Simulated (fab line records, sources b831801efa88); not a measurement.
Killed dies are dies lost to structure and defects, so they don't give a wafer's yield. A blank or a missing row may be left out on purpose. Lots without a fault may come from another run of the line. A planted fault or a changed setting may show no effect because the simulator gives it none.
Which tool did it? | flow gf180mcu | 11 lots, 33 wafers sampled, at 2 steps of a route of 602

WHAT THE GAUGES READ, wafer by wafer
GF_V1_THK_MEAS_03.
lot  | measured     | on            | V1_CVD_02_THK (nm)
L765 | day 16 19:11 | film_metro-01 | 848 855 855
L768 | day 18 01:16 | film_metro-03 | 836 846 844
L769 | day 18 11:43 | film_metro-02 | 819 833 840
L771 | day 19 14:11 | film_metro-02 | 862 849 858
L772 | day 19 22:11 | film_metro-03 | 840 849 860
L773 | day 20 04:17 | film_metro-03 | 846 862 854
L782 | day 23 09:59 | film_metro-03 | 908 915 924
L783 | day 23 23:56 | film_metro-03 | 928 918 931
L784 | day 24 05:34 | film_metro-02 | 847 853 845
L786 | day 24 18:31 | film_metro-03 | 850 841 855
L787 | day 25 01:31 | film_metro-01 | 831 860 851

WHICH TOOL RAN EACH LOT (tool, then ch and the chambers of the sampled wafers, then the start)
lot  | GF_V1_CVD_02
L765 | pecvd-03 ch 0,2, day 16 19:07
L768 | pecvd-02 ch 0,1, day 18 01:11
L769 | pecvd-02 ch 0,1, day 18 11:39
L771 | pecvd-03 ch 0,1,2, day 19 14:07
L772 | pecvd-04 ch 0,2, day 19 22:07
L773 | pecvd-03 ch 1,2, day 20 04:13
L782 | pecvd-02 ch 0,1, day 23 09:53
L783 | pecvd-02 ch 0,1, day 23 23:52
L784 | pecvd-03 ch 0,1,2, day 24 05:30
L786 | pecvd-03 ch 0,2, day 24 18:26
L787 | pecvd-04 ch 0,1,2, day 25 01:27
- GF_V1_CVD_02: deposits SiO2 from TEOS, target thk 850 nm, time 94.851 s.

THE ANSWER, worked out from the rows above alone
Rule: what is usual is taken from the lots themselves. Put in order of their means at a reading, lots are off if they are a third of the lots or fewer, leave a main group of 4 or more, and stand apart from it by a gap of 3 or more times the standard deviation of the main group's means; of several such gaps the widest counts. A main group whose means are all the same, to the digits that the tables above print for the reading, isn't used. A lot without any number at a reading at which 4 lots or more have one is off too. The other lots that the step has rows for count as sound.
Off: L782, L783, at GF_V1_THK_MEAS_03 (V1_CVD_02_THK). The main group: mean 848 nm, standard deviation 7.2.
A tool fits if, at a process step before that reading, it ran every lot that is off, and no sound lot after the first of them. The gauges at GF_V1_THK_MEAS_03 are tried like those tools. One fits: pecvd-02 at GF_V1_CVD_02. Its last sound lot is L769 (day 18 11:39), its first lot that is off L782 (day 23 09:53): a fault that began between those two fits.

WHAT THE SIMULATOR HAD PUT IN
Process parameter drift: pecvd-02, from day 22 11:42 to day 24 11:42, at GF_V1_CVD_02. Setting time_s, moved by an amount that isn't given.
Lots struck among those shown: L782, L783. The rule above found the same.
